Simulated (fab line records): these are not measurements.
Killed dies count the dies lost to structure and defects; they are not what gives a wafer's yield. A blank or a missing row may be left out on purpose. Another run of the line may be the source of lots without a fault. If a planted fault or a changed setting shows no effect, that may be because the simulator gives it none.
Struck lot and sound lot, side by side || flow sky130 || 17 steps out of a route of 708
Sound: the wafers L595.1, L595.2, L595.5. Wafers struck: L601.2, L601.4, L601.5. At the end, the cause is stated.
Order at every step that has rows: each side's tool, ch and its chambers, its first start. Under that, the readings that differ: sound wafers || struck wafers || difference of the means || sigmas: that difference in standard deviations of wafers without a fault.
alike: readings whose means differ by less than 2 such deviations, and words and numbers that are the same on both sides. not compared: withheld readings, readings that some wafer has no value for, bounds like >300 that may hide the same value, and numbers for which the record gives no deviation and whose values overlap.
Wherever a step has rows on one side only, a row that says differs or no value, or a row with sigmas, the two part there. Numbers that don't overlap but have no deviation are shown without sigmas and don't part them. A reading that every wafer of one side lacks parts them only if that side has two wafers or more.

first, 1 step without rows for these wafers: SKY_SD_P_DEVELOP_06 (develop time 60 s).
SKY_SD_P_CD_MEAS_07: target cd 380 nm.
  struck on cdSem-01, day 28 06:28; sound on cdSem-01, day 26 03:50
  alike: cdNm
SKY_SD_P_OVL_MEAS_08:
  struck on overlay-02, day 28 06:35; sound on overlay-01, day 26 03:57
{"reading": "SD_P_OVL (nm)", "sound": "2.0 2.9 1.1", "struck": "-1.1 -1.5 -0.6", "difference": -3.1, "sigmas": -2}
following that, these wafers have no rows for 1 step: SKY_SD_P_IMPLANT_09.
SKY_SD_P_STRIP_10: strips in O2/N2.
  sound on plasmaAsher-04 ch 0,1, day 26 04:08; struck on plasmaAsher-02 ch 1, day 28 06:46
{"reading": "drypumpMotorCurrentA (A)", "sound": "6.0 5.6 5.9", "struck": "4.9 4.9 4.9", "difference": -0.9, "sigmas": -2}
  alike: oesProductAu, stripTimeToEndpointS
  not compared: rfHoursCounterH
SKY_SD_P_TW_MEAS_11:
  struck on filmMetro-01, day 28 06:52; sound on filmMetro-04, day 26 04:14
  alike: SD_P_TW
then, 6 steps without rows for these wafers: SKY_RES_XHIGH_DEHYDRATE_00 (time 60 s); SKY_RES_XHIGH_HMDS_01 (prime time 60 s); SKY_RES_XHIGH_COAT_02 (resist thk 1140 nm); SKY_RES_XHIGH_SOFTBAKE_03 (time 60 s); SKY_RES_XHIGH_EXPOSE_04 (exposes mask URPM, target cd 1270 nm); SKY_RES_XHIGH_PEB_05.
SKY_RES_XHIGH_DEVELOP_06: develop time 60 s.
  sound on lithoTrack-04 ch 0, day 27 08:24; struck on lithoTrack-03, day 29 10:25
  no value came back on the struck wafers for chillPlateTempC (C), developTimeS (s), resistLineTempC (C); on the sound wafers chillPlateTempC (C) reads 22.84 22.94 22.83
following that, these wafers have no rows for 1 step: SKY_RES_XHIGH_IMPLANT_07.
SKY_RES_XHIGH_STRIP_08: strips in O2/N2.
  sound on plasmaAsher-01 ch 0,1, day 27 08:42; struck on plasmaAsher-03 ch 0,1, day 29 10:41
{"reading": "stripTimeToEndpointS (s)", "sound": "14.20 14.18 14.24", "struck": "14.28 14.31 14.26", "difference": "+0.08", "sigmas": "+2"}
  alike: drypumpMotorCurrentA, oesProductAu
  not compared: rfHoursCounterH
SKY_RES_XHIGH_TW_MEAS_09:
  struck on filmMetro-04, day 29 10:47; sound on filmMetro-04, day 27 08:48
{"reading": "RES_XHIGH_TW", "sound": "1664 1666 1661", "struck": "31 30 31", "difference": -1633, "sigmas": "-99 or more"}
then, 1 step without rows for these wafers: SKY_SD_N_DEHYDRATE_00 (time 60 s).

== WHERE THEY PART ==
Earliest at SKY_SD_P_OVL_MEAS_08; latest, in this record, at SKY_RES_XHIGH_TW_MEAS_09.

WHY: what had been put in by the simulator
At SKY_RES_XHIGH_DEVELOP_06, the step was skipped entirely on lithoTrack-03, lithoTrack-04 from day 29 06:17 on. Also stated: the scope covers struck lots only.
